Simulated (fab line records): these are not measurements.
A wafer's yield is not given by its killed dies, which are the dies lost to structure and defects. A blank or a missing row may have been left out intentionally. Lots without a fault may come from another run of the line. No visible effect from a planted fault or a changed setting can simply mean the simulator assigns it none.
Which tool was responsible?	flow gf180mcu	7 lots with 21 wafers sampled at 2 steps, on a route of 602 steps

== WHAT THE GAUGES READ, wafer by wafer ==
GF_PSD_RS_MEAS_14: measurement is done with a four-point probe.
lot	measured	on	NSD_RS (ohm/sq)
L178	day 14 13:35	film-metro-01	46.24 46.25 46.17
L180	day 15 06:12	film-metro-01	46.10 46.24 46.14
L182	day 15 17:26	film-metro-02	46.19 46.35 46.15
L186	day 17 04:46	film-metro-01	46.16 46.24 46.20
L189	day 18 01:23	film-metro-04	46.12 47.00 47.00
L198	day 21 21:22	film-metro-01	46.18 46.27 46.24
L200	day 22 06:58	film-metro-02	45.94 45.96 46.10

== EACH LOT AND THE TOOL THAT RAN IT (in order: tool; ch and the chambers of the sampled wafers; start) ==
lot	GF_NSD_IMPLANT_10
L178	implanter-03 ch 0, day 13 16:28
L180	implanter-02 ch 0, day 14 08:20
L182	implanter-03 ch 0, day 14 19:37
L186	implanter-01 ch 0, day 16 06:52
L189	implanter-01 ch 0, day 17 01:59
L198	implanter-03 ch 0, day 20 20:34
L200	implanter-03 ch 0, day 21 06:15
- GF_NSD_IMPLANT_10

== THE ANSWER, worked out from the rows above alone ==
Rule: the usual values come from the lots themselves. Put in order of their means at a reading, lots are off if they are a third of the lots or fewer, leave a main group of 4 or more, and stand apart from it by a gap of 3 or more times the standard deviation of the main group's means; of several such gaps the widest counts. The tables above print the reading to a certain number of digits; a main group whose means all agree to those digits is not used. Also off: a lot with no number at a reading for which 4 or more lots have one. Where the step has rows for the other lots, those lots are counted as sound.
Off: at GF_PSD_RS_MEAS_14 (NSD_RS), L189. For the main group the mean is 46.17 ohm/sq and the standard deviation 0.081.
If a tool, at a process step before that reading, ran all the lots that are off and no sound lot after the first of them, it fits. The gauges at GF_PSD_RS_MEAS_14 are tried like those tools. This does not decide it: 2 tools fit, namely implanter-01 at GF_NSD_IMPLANT_10 and film-metro-04 at GF_PSD_RS_MEAS_14.

== WHAT THE SIMULATOR HAD INSERTED ==
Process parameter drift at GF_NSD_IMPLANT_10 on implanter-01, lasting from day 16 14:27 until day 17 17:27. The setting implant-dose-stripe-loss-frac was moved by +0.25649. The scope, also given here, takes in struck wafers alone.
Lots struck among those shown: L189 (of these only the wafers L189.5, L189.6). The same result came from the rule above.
